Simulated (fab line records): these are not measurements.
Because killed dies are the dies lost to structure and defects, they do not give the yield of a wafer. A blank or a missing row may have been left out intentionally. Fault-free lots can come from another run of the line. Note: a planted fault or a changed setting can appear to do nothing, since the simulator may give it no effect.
Commonality check across tools	flow sky130	Lots sampled 12, wafers sampled 36

WHY IT WAS OPENED
SKY_VIA4_THK_MEAS_01, reading VIA4_HDPCVD_THK: flagged on 3 of 12 lots. Wafers without a fault read 1761 nm, standard deviation 16.
Rule: a lot is flagged in two cases, either no wafer of it has a number, or all its wafers with numbers fall more than 4 standard deviations from that mean. The rest of the lots are taken to be sound.

lot	measured	on	VIA4_HDPCVD_THK (nm), wafer by wafer	flag
L808	day 42 09:09	film metro-03	1782 1768 1777	
L811	day 43 08:23	film metro-03	1746 1747 1761	
L812	day 43 10:51	film metro-04	1737 1739 1761	
L813	day 43 21:10	film metro-03	1731 1756 1749	
L815	day 44 06:19	film metro-04	1752 1762 1754	
L816	day 44 13:05	film metro-03	1726 1730 1737	
L817	day 44 17:12	film metro-03	1755 1748 1773	
L818	day 45 02:20	film metro-03	1404 1414 1411	FLAGGED
L819	day 45 05:21	film metro-01	1405 1406 1412	FLAGGED
L820	day 45 12:07	film metro-04	1430 1433 1416	FLAGGED
L829	day 47 23:59	film metro-03	1769 1760 1768	
L830	day 48 07:08	film metro-01	1774 1781 1779	
The numbers of the flagged lots are 1415 nm on average: -346 nm against the usual, or -22 standard deviations.

WHICH TOOL RAN EACH LOT
3 process steps preceding the reading are held in the record, out of 708 steps in the route. Each cell gives the tool, then ch followed by the chambers the sampled wafers passed through, then the start.
lot	flag	SKY_VIA3_CMP_02	SKY_METAL4_SPUTTER_00	SKY_VIA4_HDPCVD_00
L808		cmp-02 ch 1,2,3, day 39 04:30	pvd sputter-03, day 40 07:00	hdpcvd-02 ch 0,1,2, day 42 09:02
L811		cmp-02 ch 0,2,3, day 40 05:16	pvd sputter-04, day 41 07:17	hdpcvd-01 ch 0,1,2, day 43 08:13
L812		cmp-02 ch 1,2,3, day 40 07:22	pvd sputter-03, day 41 08:59	hdpcvd-02 ch 0,1, day 43 10:40
L813		cmp-01 ch 1,2, day 40 18:35	pvd sputter-04, day 41 20:29	hdpcvd-02 ch 0,1,2, day 43 20:59
L815		cmp-01 ch 2,3, day 41 04:43	pvd sputter-04, day 42 06:26	hdpcvd-01 ch 0,1,2, day 44 06:11
L816		cmp-01 ch 0,1,2, day 41 10:36	pvd sputter-04, day 42 12:41	hdpcvd-01 ch 0,1,2, day 44 12:54
L817		cmp-01 ch 0,2,3, day 41 16:41	pvd sputter-03, day 42 17:44	hdpcvd-01 ch 1,2, day 44 17:00
L818	FLAGGED	cmp-02 ch 0,1,2, day 42 01:56	pvd sputter-04, day 43 02:55	hdpcvd-01 ch 1,2, day 45 02:10
L819	FLAGGED	cmp-01 ch 0,1, day 42 06:46	pvd sputter-04, day 43 07:47	hdpcvd-01 ch 0,2, day 45 05:10
L820	FLAGGED	cmp-01 ch 1,2, day 42 13:10	pvd sputter-03, day 43 14:28	hdpcvd-01 ch 1,2, day 45 11:55
L829		cmp-01 ch 0,2,3, day 45 04:41	pvd sputter-04, day 46 03:49	hdpcvd-02 ch 0,1,2, day 47 23:48
L830		cmp-01 ch 0,2,3, day 45 13:34	pvd sputter-04, day 46 12:29	hdpcvd-02 ch 0,1,2, day 48 06:56
What these steps do:
- SKY_VIA3_CMP_02: polishes SiO2.
- SKY_METAL4_SPUTTER_00: material Ti, target thk 15 nm, time 10 s.
- SKY_VIA4_HDPCVD_00: deposits SiO2, target thk 1750 nm, time 291.7 s.
- SKY_VIA4_THK_MEAS_01

FLAGGED OVER TOTAL, TOOL BY TOOL (the gauges that took the reading come last)
step	tool	lots run	flagged	share of the flagged lots	sound lots run after its first flagged lot
SKY_VIA3_CMP_02	cmp-01	8	2	some	2 (L829,L830)
SKY_VIA3_CMP_02	cmp-02	4	1	some	0
SKY_METAL4_SPUTTER_00	pvd sputter-03	4	1	some	0
SKY_METAL4_SPUTTER_00	pvd sputter-04	8	2	some	2 (L829,L830)
SKY_VIA4_HDPCVD_00	hdpcvd-01	7	3	all	0
SKY_VIA4_HDPCVD_00	hdpcvd-02	5	0	none	-
SKY_VIA4_THK_MEAS_01	film metro-01	2	1	some	1 (L830)
SKY_VIA4_THK_MEAS_01	film metro-03	7	1	some	1 (L829)
SKY_VIA4_THK_MEAS_01	film metro-04	3	1	some	0

THE TABLE: WHAT IT ALLOWS
In the table, 1 row covers all flagged lots: hdpcvd-01 at SKY_VIA4_HDPCVD_00.
- hdpcvd-01 at SKY_VIA4_HDPCVD_00: 3 of its 7 lots flagged. It ran its last sound lot, L817, at day 44 17:00 and its first flagged lot, L818, at day 45 02:10: a fault with its onset between the two fits. Its own readings lie more than 4 standard deviations out on every wafer of the flagged lots: sih4 flow sccm.
One tool is left: hdpcvd-01 at SKY_VIA4_HDPCVD_00.

WHAT THE SIMULATOR HAD INSERTED
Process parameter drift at SKY_VIA4_HDPCVD_00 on hdpcvd-01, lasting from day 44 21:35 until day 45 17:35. A move of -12 in setting sih4 flow sccm, from 60. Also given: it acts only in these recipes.
Lots struck among those shown: L818, L819, L820. The same result came from the rule above.
